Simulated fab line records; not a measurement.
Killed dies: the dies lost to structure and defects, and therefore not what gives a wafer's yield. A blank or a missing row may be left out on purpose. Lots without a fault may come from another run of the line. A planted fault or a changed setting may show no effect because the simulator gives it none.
fab line records	flow sky130
[record] lots = 10	wafers = 30	lastDay = 50
route steps=708 shown GATE_OXIDE@200 POLY_GATE@204 PAD_OPEN@708
lots that met no fault: from a run of the same line without faults
startH: the number of hours between the record's first day and the start of the first shown wafer of the lot	waitH: hours from the lot's prior step to this one	" repeats the value in the row above	L1.1+2: a single row standing in for several wafers	- no value, or no start was given	* or withheld: withheld	< > ~ a bound
route shown NAME@n: names a module that has steps shown in the file, with the first one's number in the route	usual: mean and standard deviation over wafers with no fault	same: alike in all rows	chamber/n: place in a boat	sites: readings site by site	_std_site: their standard deviation	_edge_site: outer sites' mean less inner sites'	radiusMm: for every site, how far away it sits from the centre of the wafer	mask NAME#n: copy n	behind: tool/chamber where the wafer was last shaped	hold: the reason the lot was held/the length of the hold in hours/how it ended	device: the transistor (n, p or np) that didn't switch	end of line: tests of these same wafers at the route's end	a step with no rows: only its recipe	killed: dies that structure and defects cost at the first sort, which is not the same as the wafer's yield	map: dies across one wafer; x = killed, . = not, _ = none there
set.NAME: the run value of the setting; set.NAME@STEP: its run value at that earlier step	model.NAME: the simulator's own value behind a step, which no gauge read
a sample of lots followed through the steps of the route, with each step as a table and each wafer as a row
services: a tool's chamber out of use, with start hour (startH, from the record's first day; less than 0 if before it), hours out, and reason
[[steps]]
[step SKY_GATE_OXIDE_STRIP_13]
[recipe] chemistry = O2/N2	powerW = 1400	pressureMtorr = 1500	platenTempC = withheld	o2FlowSccm = 3000	n2FlowSccm = 300	overashFraction = 0.5
[usual] drypumpMotorCurrentA = 5.7/0.33	oesProductAu = 0.716/0.0044	stripTimeToEndpointS = 14.20/0.035
lot.wafer	tool	chamber	startH	waitH	drypumpMotorCurrentA	oesProductAu	rfHoursCounterH	stripTimeToEndpointS
L385.2	plasmaAsher-04	0	304.94	0.0	6.2	0.712	61	14.22
L385.3	"	1	"	"	5.8	0.715	-	14.20
L385.4	"	0	"	"	6.2	0.718	-	14.23
L387.3	plasmaAsher-04	1	317.08	0.0	5.8	0.708	-	14.23
L387.4	"	0	"	"	6.2	0.721	-	14.21
L387.6	"	0	"	"	6.2	0.713	-	14.24
L392.2	plasmaAsher-01	1	359.24	0.0	5.4	0.718	23	14.17
L392.3	"	0	"	"	6.0	0.725	-	14.17
L392.5	"	1	"	"	5.4	0.718	-	14.17
L393.1	plasmaAsher-01	0	375.81	0.0	6.0	0.719	24	14.21
L393.5	"	1	"	"	5.4	0.713	-	14.22
L393.6	"	0	"	"	6.0	0.711	-	14.23
L394.1	plasmaAsher-01	1	396.89	0.0	5.4	0.719	27	14.19
L394.3	"	1	"	"	5.4	0.713	-	14.19
L394.4	"	0	"	"	6.0	0.717	-	14.14
L403.1	plasmaAsher-04	0	461.09	0.0	6.2	0.715	77	14.23
L403.4	"	1	"	"	5.8	0.714	-	14.26
L403.5	"	1	"	"	5.8	0.719	-	14.24
L402.2	plasmaAsher-01	1	461.29	0.0	5.5	0.712	33	14.24
L402.3	"	1	"	"	5.4	0.713	-	14.22
L402.5	"	0	"	"	6.0	0.710	-	14.25
L405.1	plasmaAsher-03	0	476.82	0.0	5.6	0.717	5	14.19
L405.2	"	1	"	"	5.1	0.708	5	14.23
L405.5	"	1	"	"	5.1	0.717	-	14.25
L406.1	plasmaAsher-01	0	481.29	0.0	6.0	0.710	34	14.15
L406.4	"	1	"	"	5.4	0.713	-	14.15
L406.6	"	0	"	"	6.0	0.714	-	14.14
L408.1	plasmaAsher-04	1	502.34	0.0	5.8	0.713	81	14.22
L408.2	"	0	"	"	6.2	0.719	81	14.19
L408.3	"	0	"	"	6.2	0.714	-	14.23
[step SKY_POLY_GATE_CVD_00]
[recipe] material = poly-Si	targetThkNm = 180	tempC = 620	timeS = 720	pressureMtorr = 200
[usual] spikeTcCentreC = 620.8/1.4	spikeTcLowerC = 621.2/1.1	spikeTcUpperC = 620.1/0.85	zonePowerBottomPct = 12.9/0.58	zonePowerCentrePct = 8.3/0.79	zonePowerLowerPct = 9.24/0.26	zonePowerUpperPct = 7.9/0.62
lot.wafer	tool	chamber	startH	waitH	spikeTcCentreC	spikeTcLowerC	spikeTcUpperC	zonePowerBottomPct	zonePowerCentrePct	zonePowerLowerPct	zonePowerUpperPct
L385.2	lpcvd-01	1	308.00	0.0	623.8	623.0	620.7	13.6	9.2	8.93	8.7
L385.3	"	1	"	"	623.5	621.3	620.8	13.7	9.1	9.07	8.5
L385.4	"	1	"	"	622.6	619.9	618.2	13.6	9.3	9.03	8.6
L387.3	lpcvd-01	1	323.54	0.0	621.0	620.9	618.1	13.5	9.0	8.99	8.7
L387.4	"	1	"	"	620.7	623.9	621.2	13.5	9.1	8.96	8.5
L387.6	"	1	"	"	621.6	621.1	620.0	13.5	9.1	8.96	8.5
L392.2	lpcvd-01	0	361.28	0.0	619.1	620.8	619.8	12.5	7.7	9.41	7.3
L392.3	"	0	"	"	621.2	622.1	619.3	12.5	7.7	9.60	7.3
L392.5	"	0	"	"	620.7	620.9	619.3	12.4	7.5	9.33	7.2
L393.1	lpcvd-01	1	378.96	0.0	598.9	624.6	623.0	13.6	5.2	11.09	10.4
L393.5	"	1	"	"	599.3	624.9	623.0	13.0	5.2	11.02	10.7
L393.6	"	1	"	"	598.1	623.6	623.3	13.4	5.2	11.22	10.4
L394.1	lpcvd-01	0	399.31	0.0	597.6	623.7	624.8	12.3	4.3	11.75	9.0
L394.3	"	0	"	"	596.7	625.5	622.9	12.2	4.4	11.66	9.1
L394.4	"	0	"	"	598.2	624.5	622.9	12.0	4.3	11.83	9.1
L403.1	lpcvd-01	0	462.86	0.0	618.0	620.7	620.0	12.3	7.5	9.36	7.3
L403.4	"	0	"	"	620.4	619.9	620.5	12.4	7.6	9.59	7.4
L403.5	"	0	"	"	619.4	621.1	619.6	12.4	7.6	9.47	7.4
L402.2	lpcvd-01	1	464.06	1.0	622.6	622.1	620.5	13.6	9.0	8.94	8.6
L402.3	"	1	"	"	622.4	621.6	619.5	13.3	9.1	8.99	8.6
L402.5	"	1	"	"	622.0	623.5	621.0	13.6	9.0	9.03	8.6
L405.1	lpcvd-01	1	478.59	0.0	620.6	621.6	618.6	13.4	9.2	9.04	8.6
L405.2	"	1	"	"	622.1	620.7	619.7	13.6	9.2	8.88	8.4
L405.5	"	1	"	"	622.9	624.0	619.6	13.3	9.3	8.88	8.5
L406.1	lpcvd-01	0	483.03	0.0	618.0	621.1	618.8	12.4	7.6	9.49	7.4
L406.4	"	0	"	"	619.2	622.4	620.1	12.5	7.7	9.41	7.4
L406.6	"	0	"	"	619.4	621.2	620.6	12.3	7.6	9.39	7.4
L408.1	lpcvd-01	1	504.09	0.0	622.5	624.1	619.7	13.7	9.2	9.00	8.7
L408.2	"	1	"	"	621.1	622.2	619.0	13.3	9.3	8.80	8.5
L408.3	"	1	"	"	620.5	622.5	622.5	13.6	9.0	8.95	8.5
[step SKY_POLY_GATE_THK_MEAS_01]
[recipe] reads = poly-Si_of_POLY_GATE_CVD_00
[usual] POLY_GATE_CVD_00_THK = 179.6/1.7
lot.wafer	tool	chamber	startH	waitH	POLY_GATE_CVD_00_THK[nm]
L385.2	filmMetro-03	-	309.21	0.0	178.8
L385.3	"	-	"	"	179.5
L385.4	"	-	"	"	178.7
L387.3	filmMetro-02	-	324.77	0.0	177.7
L387.4	"	-	"	"	179.8
L387.6	"	-	"	"	179.9
L392.2	filmMetro-03	-	362.56	0.1	180.7
L392.3	"	-	"	"	181.8
L392.5	"	-	"	"	181.4
L393.1	filmMetro-04	-	380.16	0.0	147.4
L393.5	"	-	"	"	144.0
L393.6	"	-	"	"	146.4
L394.1	filmMetro-02	-	400.51	0.0	170.9
L394.3	"	-	"	"	164.8
L394.4	"	-	"	"	160.9
L403.1	filmMetro-02	-	464.06	0.0	178.5
L403.4	"	-	"	"	181.1
L403.5	"	-	"	"	180.7
L402.2	filmMetro-03	-	465.27	0.0	181.4
L402.3	"	-	"	"	181.3
L402.5	"	-	"	"	181.6
L405.1	filmMetro-03	-	479.79	0.0	179.5
L405.2	"	-	"	"	181.2
L405.5	"	-	"	"	181.4
L406.1	filmMetro-04	-	484.23	0.0	179.6
L406.4	"	-	"	"	178.8
L406.6	"	-	"	"	176.8
L408.1	filmMetro-02	-	505.89	0.0	180.3
L408.2	"	-	"	"	180.9
L408.3	"	-	"	"	180.5
[step SKY_POLY_GATE_ETCH_15]
[recipe] chemistry = N2/H2	target = BARC	ionEnergyEv = 200	sourceW = 500	biasW = 100	pressureMtorr = 30	n2FlowSccm = 100	h2FlowSccm = 200	stopOn = SiO2	timeS = 118.5	targetDepthA = 1100
[usual] drypumpMotorCurrentA = 5.64/0.28	oesProductAu = 0.716/0.0046	throttleValvePct = 13.212/0.0094
lot.wafer	tool	chamber	startH	waitH	drypumpMotorCurrentA	oesProductAu	rfHoursCounterH	throttleValvePct
L385.2	rieDiel-02	0	366.25	0.0	5.55	0.719	1	13.209
L385.3	"	3	"	"	6.21	0.719	115	13.217
L385.4	"	2	"	"	5.98	0.715	107	13.211
L387.3	rieDiel-02	0	380.59	0.0	5.54	0.716	2	13.223
L387.4	"	1	"	"	5.27	0.716	69	13.226
L387.6	"	1	"	"	5.28	0.713	-	13.222
L392.2	rieDiel-04	3	422.66	0.0	5.63	0.721	19	13.208
L392.3	"	2	"	"	5.48	0.714	3	13.187
L392.5	"	1	"	"	5.68	0.719	-	13.200
L393.1	rieDiel-04	1	441.50	0.0	5.67	0.718	60	13.210
L393.5	"	3	"	"	5.62	0.723	-	13.216
L393.6	"	1	"	"	5.66	0.707	-	13.192
L394.1	rieDiel-04	2	464.26	0.0	5.48	0.720	4	13.204
L394.3	"	0	"	"	5.75	0.709	11	13.211
L394.4	"	3	"	"	5.63	0.714	20	13.214
L403.1	rieDiel-04	3	527.11	0.0	5.60	0.720	21	13.231
L403.4	"	0	"	"	5.79	0.719	-	13.208
L403.5	"	1	"	"	5.69	0.717	-	13.212
L402.2	rieDiel-02	2	528.71	0.0	5.95	0.711	1	13.216
L402.3	"	3	"	"	6.19	0.718	2	13.225
L402.5	"	1	"	"	5.37	0.718	-	13.211
L405.1	rieDiel-04	2	542.51	0.0	5.50	0.723	6	13.199
L405.2	"	0	"	"	5.77	0.709	13	13.208
L405.5	"	1	"	"	5.69	0.716	-	13.206
L406.1	rieDiel-03	1	547.29	0.0	5.84	0.717	11	13.222
L406.4	"	3	"	"	5.37	0.708	24	13.213
L406.6	"	3	"	"	5.37	0.718	-	13.202
L408.1	rieDiel-02	0	566.79	0.0	5.58	0.715	5	13.221
L408.2	"	3	"	"	6.16	0.714	3	13.207
L408.3	"	2	"	"	5.95	0.718	2	13.208
[step SKY_POLY_GATE_ETCH_16]
[recipe] stopOn = poly-Si	chemistry = CH3F/O2	target = Si3N4	sourceW = 400	biasW = 80	pressureMtorr = 25	ch3fFlowSccm = 40	O2_flow_sccm = 30	timeS = 144.9	targetDepthA = 750
[usual] ch3fFlowSccm = 39.99/0.12	drypumpMotorCurrentA = 5.63/0.27	oesProductAu = 0.650/0.0047	throttleValvePct = 10.535/0.0084
lot.wafer	tool	chamber	startH	waitH	ch3fFlowSccm	drypumpMotorCurrentA	oesProductAu	rfHoursCounterH	throttleValvePct
L385.2	rieDiel-02	0	366.33	0.0	40.17	5.54	0.650	1	10.527
L385.3	"	3	"	"	39.85	6.16	0.654	115	10.530
L385.4	"	2	"	"	40.00	5.98	0.646	107	10.530
L387.3	rieDiel-02	0	380.67	0.0	40.20	5.50	0.652	2	10.542
L387.4	"	1	"	"	39.90	5.30	0.648	69	10.521
L387.6	"	1	"	"	39.99	5.29	0.653	-	10.521
L392.2	rieDiel-04	3	422.74	0.0	39.98	5.62	0.651	19	10.551
L392.3	"	2	"	"	39.97	5.52	0.647	3	10.541
L392.5	"	1	"	"	40.11	5.67	0.639	-	10.517
L393.1	rieDiel-04	1	441.58	0.0	40.06	5.66	0.657	60	10.532
L393.5	"	3	"	"	39.95	5.62	0.642	-	10.536
L393.6	"	1	"	"	40.01	5.67	0.653	-	10.528
L394.1	rieDiel-04	2	464.34	0.0	39.85	5.50	0.657	4	10.538
L394.3	"	0	"	"	39.89	5.72	0.647	11	10.531
L394.4	"	3	"	"	40.19	5.61	0.649	20	10.528
L403.1	rieDiel-04	3	527.19	0.0	40.05	5.61	0.654	22	10.530
L403.4	"	0	"	"	39.88	5.73	0.654	-	10.528
L403.5	"	1	"	"	40.15	5.68	0.652	-	10.534
L402.2	rieDiel-02	2	528.79	0.0	39.86	5.96	0.653	1	10.542
L402.3	"	3	"	"	40.01	6.15	0.650	2	10.536
L402.5	"	1	"	"	40.08	5.31	0.651	-	10.544
L405.1	rieDiel-04	2	542.59	0.0	39.91	5.46	0.640	6	10.535
L405.2	"	0	"	"	40.20	5.75	0.650	13	10.532
L405.5	"	1	"	"	39.87	5.65	0.655	-	10.541
L406.1	rieDiel-03	1	547.37	0.0	40.04	5.85	0.647	11	10.531
L406.4	"	3	"	"	39.95	5.36	0.652	24	10.529
L406.6	"	3	"	"	40.05	5.37	0.649	-	10.536
L408.1	rieDiel-02	0	566.87	0.0	40.20	5.52	0.645	5	10.531
L408.2	"	3	"	"	39.92	6.17	0.647	3	10.548
L408.3	"	2	"	"	40.15	5.96	0.655	2	10.534
[step SKY_POLY_GATE_ETCH_17]
[recipe] targetDepthNm = 180	stopOn = SiO2	overEtchFrac = 0.56667	chemistry = HBr/Cl2	target = poly-Si	icpW = 400	biasW = 100	pressureMtorr = 10	HBr_flow_sccm = 150	Cl2_flow_sccm = 50	timeS = 70.5
[usual] HBr_flow_sccm = 150.0/0.46	drypumpMotorCurrentA = 5.7/0.44	oesProductAu = 0.980/0.011	throttleValvePct = 33.684/0.0089
lot.wafer	tool	chamber	startH	waitH	HBr_flow_sccm	drypumpMotorCurrentA	oesProductAu	rfHoursCounterH	throttleValvePct
L385.2	rieSi-01	3	366.43	0.1	149.5	5.3	0.965	5	33.680
L385.3	"	1	"	"	148.8	5.5	0.983	24	33.683
L385.4	"	1	"	"	149.7	5.5	0.978	-	33.675
L387.3	rieSi-02	2	380.77	0.1	150.0	5.4	0.980	0	33.689
L387.4	"	1	"	"	149.5	6.3	0.974	2	33.684
L387.6	"	2	"	"	149.7	5.4	0.989	-	33.690
L392.2	rieSi-01	3	422.84	0.1	150.0	5.3	0.968	5	33.697
L392.3	"	2	"	"	149.8	5.1	0.999	3	33.711
L392.5	"	3	"	"	149.1	5.3	0.958	-	33.679
L393.1	rieSi-02	2	441.68	0.1	150.6	5.4	0.862	1	33.671
L393.5	"	2	"	"	150.1	5.4	0.853	-	33.683
L393.6	"	1	"	"	150.1	6.3	0.862	-	33.684
L394.1	rieSi-01	1	464.44	0.1	149.2	5.5	0.956	25	33.680
L394.3	"	3	"	"	150.8	5.3	0.934	5	33.693
L394.4	"	0	"	"	150.2	6.4	0.920	4	33.689
L403.1	rieSi-01	3	527.29	0.1	151.2	5.3	0.961	6	33.695
L403.4	"	2	"	"	150.4	5.1	1.001	4	33.687
L403.5	"	0	"	"	149.5	6.4	0.993	-	33.661
L402.2	rieSi-02	1	528.89	0.1	150.3	6.3	0.971	3	33.679
L402.3	"	2	"	"	149.6	5.4	0.989	1	33.673
L402.5	"	2	"	"	149.9	5.4	0.987	-	33.696
L405.1	rieSi-02	0	542.69	0.1	149.2	5.8	0.974	5	33.683
L405.2	"	3	"	"	150.0	5.8	0.980	7	33.677
L405.5	"	2	"	"	150.7	5.4	0.969	-	33.677
L406.1	rieSi-01	0	547.47	0.1	150.1	6.4	0.989	5	33.683
L406.4	"	2	"	"	149.7	5.1	0.983	-	33.699
L406.6	"	1	"	"	149.9	5.5	0.972	-	33.674
L408.1	rieSi-01	0	566.97	0.1	149.6	6.4	0.998	5	33.686
L408.2	"	1	"	"	150.0	5.5	0.982	25	33.687
L408.3	"	3	"	"	150.2	5.3	0.952	6	33.694
[step SKY_PAD_OPEN_PROBE_99]
[usual] killed_at_M0_to_M3 = 42/7.1	killed_at_M4_up = 3.0/1.7	killedAtContacts = 25/5	killedAtFrontEnd = 16/4.4	killedAtOther = 0.5/1.4	killedDies = 87/9.2	killedOpen = 47/6.2	killedShort = 39/6.6
[same] grossDies = 492	killedAtBackSide = 0
lot.wafer	tool	chamber	startH	waitH	killed_at_M0_to_M3	killed_at_M4_up	killedAtContacts	killedAtFrontEnd	killedAtOther	killedDies	killedOpen	killedShort
L385.2	prober-01	-	1069.84	0.1	46	3	33	13	0	95	50	45
L385.3	prober-01	-	1069.89	0.2	32	4	25	21	0	82	46	36
L385.4	prober-01	-	1069.94	0.2	39	3	27	23	0	92	46	46
L387.3	prober-01	-	1080.73	0.2	28	4	29	16	8	85	43	35
L387.4	prober-01	-	1080.78	0.2	48	6	29	14	2	99	56	41
L387.6	prober-01	-	1080.88	0.2	44	2	24	19	0	89	47	41
L392.2	prober-01	-	1110.34	0.1	56	3	18	20	2	99	51	46
L392.3	prober-01	-	1110.39	0.2	44	2	26	10	0	82	51	31
L393.1	prober-01	-	1121.09	0.1	35	4	27	18	0	84	39	45
L393.5	prober-01	-	1121.29	0.2	30	4	25	18	0	77	36	41
L393.6	prober-01	-	1121.34	0.2	46	5	18	21	0	90	46	42
L394.1	prober-02	-	1136.30	0.1	51	1	24	9	3	88	49	37
L394.3	prober-02	-	1136.40	0.2	60	1	27	13	1	102	62	39
L394.4	prober-02	-	1136.45	0.2	51	1	29	15	0	96	50	46
L403.1	prober-02	-	1175.95	0.1	43	1	30	23	0	97	49	45
L403.4	prober-02	-	1176.10	0.2	45	2	21	11	0	79	41	38
L403.5	prober-02	-	1176.15	0.2	45	5	21	19	0	90	45	45
L402.2	prober-01	-	1175.98	0.1	35	2	28	14	0	79	46	31
L402.3	prober-01	-	1176.03	0.2	43	1	24	13	0	81	42	39
L402.5	prober-01	-	1176.13	0.2	41	5	25	16	0	87	37	50
L405.1	prober-02	-	1179.60	0.1	47	3	26	21	0	97	44	53
L405.2	prober-02	-	1179.65	0.1	46	4	30	14	0	94	53	41
L405.5	prober-02	-	1179.80	0.2	42	8	30	22	0	102	48	54
L406.1	prober-01	-	1186.65	0.1	39	1	21	15	0	76	37	39
L406.4	prober-01	-	1186.80	0.2	33	2	29	15	1	80	52	28
L406.6	prober-01	-	1186.90	0.2	38	1	23	18	0	80	43	37
L408.1	prober-01	-	1194.80	0.1	31	3	32	13	0	79	41	38
L408.2	prober-01	-	1194.85	0.1	37	4	31	9	0	81	46	35
// killed by level:class
L385.2 VIA1:geometricParticle:open=11 VIA1:geometricParticle:short=10 CONTACT:geometricParticle:open=10 VIA3:geometricParticle:open=8 LI_CONTACT:geometricParticle:open=8 LOCAL_INTERCONNECT:geometricParticle:short=5 CONTACT:geometricParticle:short=5 VIA2:geometricParticle:short=5
L385.3 CONTACT:geometricParticle:open=9 FIELD_ISO:geometricParticle:short=8 CONTACT:geometricParticle:short=7 VIA1:geometricParticle:open=7 POLY_GATE:geometricParticle:open=6 LI_CONTACT:geometricParticle:open=6 METAL1:geometricParticle:short=6 FIELD_ISO:geometricParticle:open=4
L385.4 LI_CONTACT:geometricParticle:open=10 CONTACT:geometricParticle:open=8 VIA2:geometricParticle:open=7 METAL1:geometricParticle:short=7 VIA1:geometricParticle:open=7 FIELD_ISO:geometricParticle:open=6 FIELD_ISO:geometricParticle:short=6 VIA1:geometricParticle:short=5
L387.3 CONTACT:geometricParticle:open=11 LI_CONTACT:geometricParticle:open=9 CAP2M:areaEtch=7 METAL2:geometricParticle:short=6 POLY_GATE:geometricParticle:short=5 POLY_GATE:geometricParticle:open=5 VIA1:geometricParticle:open=5 CONTACT:geometricParticle:short=4
L387.4 CONTACT:geometricParticle:open=12 LI_CONTACT:geometricParticle:open=9 VIA3:geometricParticle:open=9 VIA1:geometricParticle:open=8 METAL1:geometricParticle:short=8 METAL2:geometricParticle:short=6 METAL4:geometricParticle:short=5 POLY_GATE:geometricParticle:short=4
L387.6 VIA1:geometricParticle:open=13 CONTACT:geometricParticle:open=7 METAL1:geometricParticle:short=7 POLY_GATE:geometricParticle:short=6 LOCAL_INTERCONNECT:geometricParticle:short=6 CONTACT:geometricParticle:short=5 FIELD_ISO:geometricParticle:open=5 VIA3:geometricParticle:open=4
L392.2 VIA1:geometricParticle:open=13 VIA1:geometricParticle:short=9 VIA3:geometricParticle:open=9 FIELD_ISO:geometricParticle:short=7 VIA2:geometricParticle:open=7 METAL2:geometricParticle:short=7 LI_CONTACT:geometricParticle:open=6 CONTACT:geometricParticle:open=5
L392.3 CONTACT:geometricParticle:open=12 VIA1:geometricParticle:open=8 LI_CONTACT:geometricParticle:open=7 VIA1:geometricParticle:short=7 METAL2:geometricParticle:short=7 VIA3:geometricParticle:open=6 FIELD_ISO:geometricParticle:open=4 VIA2:geometricParticle:open=4
L393.1 CONTACT:geometricParticle:open=10 METAL2:geometricParticle:short=8 FIELD_ISO:geometricParticle:short=6 CONTACT:geometricParticle:short=6 LI_CONTACT:geometricParticle:open=5 METAL1:geometricParticle:short=5 VIA1:geometricParticle:open=5 FIELD_ISO:geometricParticle:open=4
L393.5 CONTACT:geometricParticle:open=8 VIA1:geometricParticle:short=7 FIELD_ISO:geometricParticle:short=6 LI_CONTACT:geometricParticle:open=6 VIA1:geometricParticle:open=5 LOCAL_INTERCONNECT:geometricParticle:short=5 CONTACT:geometricParticle:short=5 METAL1:geometricParticle:short=4
L393.6 VIA1:geometricParticle:open=10 CONTACT:geometricParticle:open=8 METAL2:geometricParticle:short=7 VIA2:geometricParticle:open=7 POLY_GATE:geometricParticle:short=5 VIA3:geometricParticle:open=5 VIA2:geometricParticle:short=5 POLY_GATE:geometricParticle:open=4
L394.1 CONTACT:geometricParticle:open=13 METAL1:geometricParticle:short=10 VIA1:geometricParticle:open=10 VIA2:geometricParticle:open=7 VIA3:geometricParticle:open=7 LI_CONTACT:geometricParticle:open=4 VIA2:geometricParticle:short=4 VIA3:geometricParticle:short=4
L394.3 CONTACT:geometricParticle:open=12 VIA1:geometricParticle:open=12 VIA3:geometricParticle:open=11 VIA2:geometricParticle:open=10 POLY_GATE:geometricParticle:short=5 LI_CONTACT:geometricParticle:open=5 METAL1:geometricParticle:short=5 METAL2:geometricParticle:short=5
L394.4 CONTACT:geometricParticle:open=14 METAL1:geometricParticle:short=9 LI_CONTACT:geometricParticle:open=8 METAL2:geometricParticle:short=8 VIA3:geometricParticle:open=7 VIA2:geometricParticle:open=6 FIELD_ISO:geometricParticle:short=5 VIA1:geometricParticle:short=5
L403.1 VIA2:geometricParticle:open=12 CONTACT:geometricParticle:open=11 FIELD_ISO:geometricParticle:short=7 LI_CONTACT:geometricParticle:open=7 VIA1:geometricParticle:short=7 VIA1:geometricParticle:open=6 FIELD_ISO:geometricParticle:open=5 CONTACT:geometricParticle:short=5
L402.2 CONTACT:geometricParticle:open=11 VIA1:geometricParticle:open=11 METAL2:geometricParticle:short=9 LI_CONTACT:geometricParticle:open=8 FIELD_ISO:geometricParticle:open=5 LOCAL_INTERCONNECT:geometricParticle:short=4 VIA3:geometricParticle:open=4 FIELD_ISO:geometricParticle:short=3
L402.3 CONTACT:geometricParticle:open=10 VIA3:geometricParticle:open=9 VIA1:geometricParticle:open=8 FIELD_ISO:geometricParticle:open=7 METAL1:geometricParticle:short=7 VIA1:geometricParticle:short=7 METAL2:geometricParticle:short=6 CONTACT:geometricParticle:short=5
L403.4 CONTACT:geometricParticle:open=11 VIA1:geometricParticle:open=11 VIA3:geometricParticle:open=8 FIELD_ISO:geometricParticle:short=6 METAL1:geometricParticle:short=6 METAL2:geometricParticle:short=5 VIA2:geometricParticle:open=4 VIA1:geometricParticle:short=4
L402.5 CONTACT:geometricParticle:short=7 VIA2:geometricParticle:open=7 FIELD_ISO:geometricParticle:short=6 METAL2:geometricParticle:short=6 METAL1:geometricParticle:short=6 VIA3:geometricParticle:open=6 VIA1:geometricParticle:open=6 LI_CONTACT:geometricParticle:short=4
L403.5 VIA1:geometricParticle:short=13 LI_CONTACT:geometricParticle:open=7 CONTACT:geometricParticle:open=7 VIA1:geometricParticle:open=7 METAL2:geometricParticle:short=6 VIA2:geometricParticle:open=6 METAL1:geometricParticle:short=5 FIELD_ISO:geometricParticle:open=4
L405.1 METAL1:geometricParticle:short=12 CONTACT:geometricParticle:open=10 METAL2:geometricParticle:short=8 LI_CONTACT:geometricParticle:open=7 VIA1:geometricParticle:open=7 POLY_GATE:geometricParticle:open=6 FIELD_ISO:geometricParticle:short=5 METAL3:geometricParticle:short=5
L405.2 CONTACT:geometricParticle:open=11 VIA3:geometricParticle:open=9 VIA1:geometricParticle:open=8 LI_CONTACT:geometricParticle:open=7 LI_CONTACT:geometricParticle:short=5 CONTACT:geometricParticle:short=5 VIA2:geometricParticle:open=5 METAL2:geometricParticle:short=5
L405.5 VIA1:geometricParticle:open=10 CONTACT:geometricParticle:open=9 METAL4:geometricParticle:short=8 LI_CONTACT:geometricParticle:open=7 METAL2:geometricParticle:short=7 FIELD_ISO:geometricParticle:short=5 LOCAL_INTERCONNECT:geometricParticle:short=5 METAL1:geometricParticle:short=5
L406.1 VIA1:geometricParticle:open=10 METAL1:geometricParticle:short=9 LI_CONTACT:geometricParticle:short=7 CONTACT:geometricParticle:open=6 VIA1:geometricParticle:short=6 LI_CONTACT:geometricParticle:open=4 POLY_GATE:geometricParticle:short=4 VIA2:geometricParticle:open=4
L406.4 VIA1:geometricParticle:open=12 LI_CONTACT:geometricParticle:open=9 CONTACT:geometricParticle:open=7 LOCAL_INTERCONNECT:geometricParticle:short=7 FIELD_ISO:geometricParticle:open=5 METAL1:geometricParticle:open=5 VIA3:geometricParticle:open=5 FIELD_ISO:geometricParticle:short=3
L406.6 LI_CONTACT:geometricParticle:open=12 VIA1:geometricParticle:open=11 FIELD_ISO:geometricParticle:open=6 VIA1:geometricParticle:short=6 METAL2:geometricParticle:short=5 VIA2:geometricParticle:short=5 CONTACT:geometricParticle:short=4 VIA3:geometricParticle:open=4
L408.1 LOCAL_INTERCONNECT:geometricParticle:short=10 CONTACT:geometricParticle:open=9 VIA1:geometricParticle:open=8 LI_CONTACT:geometricParticle:open=7 VIA3:geometricParticle:open=5 FIELD_ISO:geometricParticle:open=4 VIA3:geometricParticle:short=4 POLY_GATE:geometricParticle:short=3
L408.2 LI_CONTACT:geometricParticle:open=10 VIA1:geometricParticle:open=9 CONTACT:geometricParticle:open=7 VIA3:geometricParticle:open=5 LOCAL_INTERCONNECT:geometricParticle:short=5 VIA1:geometricParticle:short=5 VIA3:geometricParticle:short=5 METAL1:geometricParticle:short=4
[[services]]
tool	chamber	startH	hours	kind
lpcvd-01	-	285.78	0.8	pm
rieSi-02	1	286.41	3.2	repair
rieDiel-02	0	288.99	5.3	repair
rieDiel-02	2	315.40	1.7	repair
rieSi-02	-	340.17	1.3	repair
rieSi-02	2	345.30	10.4	repair
rieSi-01	1	351.05	11.0	repair
rieSi-01	0	362.30	3.7	repair
rieSi-01	2	363.92	5.6	repair
plasmaAsher-01	-	366.33	2.8	pm
rieDiel-04	-	380.82	1.0	repair
rieDiel-02	2	389.33	8.5	repair
rieDiel-04	0	390.06	60.3	repair
plasmaAsher-04	-	416.08	0.7	repair
rieDiel-02	-	441.14	28.1	pm
plasmaAsher-01	-	449.20	7.6	pm
rieSi-02	2	454.22	6.3	repair
rieSi-02	0	468.01	15.4	repair
rieDiel-02	-	485.26	2.8	pm
lpcvd-01	-	492.69	2.8	pm
rieDiel-02	3	511.70	6.4	repair
lpcvd-01	-	525.30	0.2	repair
rieDiel-04	2	526.64	4.4	repair
rieSi-01	3	545.56	8.0	repair
[[key]]
[firstSign] step = SKY_POLY_GATE_CVD_00	reading = spikeTcCentreC	direction = down	sigmas = 16	usual = 620.8	struck = 598.1
[effect] step = SKY_POLY_GATE_CVD_00	reading = zonePowerLowerPct	direction = up	sigmas = 8.5	usual = 9.24	struck = 11.43
[effect] step = SKY_POLY_GATE_THK_MEAS_01	reading = POLY_GATE_CVD_00_THK	direction = down	sigmas = 14	usual = 179.6	struck = 155.7
[effect] step = SKY_POLY_GATE_ETCH_17	reading = oesProductAu	direction = down	sigmas = 7.5	usual = 0.980	struck = 0.898	wafersMoved = 5
metAt SKY_POLY_GATE_CVD_00
struckLots L393,L394
testerLeftOut L393,L394
notActingAt SKY_GATE_OXIDE_STRIP_13,SKY_POLY_GATE_ETCH_15,SKY_POLY_GATE_ETCH_16
onsetBetween 361.28 378.96
[fault] kind = processParameterDrift	tool = lpcvd-01	chamber = -	onsetH = 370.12	steps = SKY_POLY_GATE_CVD_00	channel = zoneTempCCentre	offset = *	shape = step	endH = 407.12
// testerLeftOut: of these lots the tester's yield and bins aren't shown, on N5 and GAA mostly nor the transistor test; their killed dies are dies lost to structure and defects alone, not to doping, threshold or leakage, so they don't give the yield
